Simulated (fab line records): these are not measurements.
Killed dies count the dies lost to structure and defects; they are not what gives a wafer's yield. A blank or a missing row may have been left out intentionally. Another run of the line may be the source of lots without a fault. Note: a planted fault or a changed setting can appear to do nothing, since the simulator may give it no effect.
Matching of chambers + flow gf180mcu + GF_MIM_CVD_05 on pecvd-02 has 3 sister chambers
The step deposits Si3N4, target thk 42 nm, time 29.086 s. 3 wafers are shown with their chamber, then 8 later ones without.

## WAFERS, EACH WITH ITS CHAMBER
| wafer  | chamber | heater power w (W) |
|--------|---------|--------------------|
| L083.5 | 1       | 792                |
| L083.6 | 2       | 629                |
| L084.1 | 0       | 760                |

## WAFERS MISSING THEIR CHAMBER
| wafer  | heater power w (W) |
|--------|--------------------|
| L084.4 | 609                |
| L084.5 | 853                |
| L093.2 | 771                |
| L093.3 | 611                |
| L093.5 | 614                |
| L097.3 | 683                |
| L097.4 | 850                |
| L097.6 | 586                |

## WHICH CHAMBER EACH ONE RAN IN
| wafer  | from the rows above          | in truth |
|--------|------------------------------|----------|
| L084.4 | 2                            | 2        |
| L084.5 | can't be placed: 1 or 0      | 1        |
| L093.2 | can't be placed: 0 or 1      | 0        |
| L093.3 | 2                            | 2        |
| L093.5 | 2                            | 2        |
| L097.3 | can't be placed: 2 or 0 or 1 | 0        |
| L097.4 | can't be placed: 1 or 0      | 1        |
| L097.6 | 2                            | 2        |
Correct placement for 4 of the 8. Unplaceable from these rows: 4, with the true chamber sitting among the candidates in 4. Number placed wrongly: 0.
How it was worked out, from the rows above alone: a wafer's distance from a chamber is the root of the sum, over the readings, of the square of ((its reading less the chamber's mean) divided by the reading's scatter). If the next closest chamber is less than 2 further off than the closest, the wafer can't be placed; otherwise it belongs to the closest. For every chamber, the mean is computed from those of its wafers that are shown. The scatter: root of mean squared gap, hidden wafer to nearest shown wafer, with one shown wafer a chamber.
